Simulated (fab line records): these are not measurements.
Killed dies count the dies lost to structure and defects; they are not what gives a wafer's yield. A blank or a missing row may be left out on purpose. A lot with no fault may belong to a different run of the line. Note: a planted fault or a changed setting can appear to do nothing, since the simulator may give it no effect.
Matching of chambers | flow gf180mcu | cmp-01 running GF_V3_CMP_26: 4 sister chambers
The step polishes, stops on SiO2, t overpolish 15 s, target thk 0 nm. 8 wafers are shown with their chamber, then 6 later ones without.

== EACH WAFER AND ITS CHAMBER ==
wafer  | chamber | motorCurrentA (A) | timeToEndpointS (s)
L614.2 | 2       | 11.0              | 81.4
L614.3 | 1       | 10.6              | 84.4
L614.6 | 1       | 10.4              | 82.9
L618.3 | 0       | 9.2               | 84.0
L618.6 | 3       | 10.4              | 84.2
L626.1 | 0       | 9.5               | 82.6
L626.2 | 3       | 9.8               | 84.0
L626.4 | 2       | 11.3              | 82.1

== WAFERS MISSING THEIR CHAMBER ==
wafer  | motorCurrentA (A) | timeToEndpointS (s)
L631.1 | 10.4              | 86.5
L631.2 | 10.2              | 86.2
L631.3 | 10.7              | 85.0
L633.2 | 9.7               | 80.3
L633.3 | 10.0              | 83.1
L633.5 | 8.9               | 78.0

== EACH ONE'S CHAMBER ==
wafer  | from the rows above               | in truth
L631.1 | can't be placed: 3 or 1           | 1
L631.2 | can't be placed: 3 or 1           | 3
L631.3 | can't be placed: 1 or 3           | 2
L633.2 | can't be placed: 0 or 3 or 1 or 2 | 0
L633.3 | can't be placed: 3 or 1 or 0      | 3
L633.5 | 0                                 | 0
Placed correctly: 1 of 6. Can't be placed from these rows: 5 (the true chamber is among the candidates in 4). 0 placed wrongly.
How it was worked out, from the rows above alone: a wafer's distance from a chamber is the root of the sum, over the readings, of the square of ((its reading less the chamber's mean) divided by the reading's scatter). The wafer belongs to the nearest chamber; if the next one is less than 2 further off, it can't be placed. The mean given for a chamber averages the wafers shown for that chamber. The scatter is the square root of a quotient: the sum, over the shown wafers, of each reading's squared deviation from its chamber's mean, divided by wafers minus chambers.
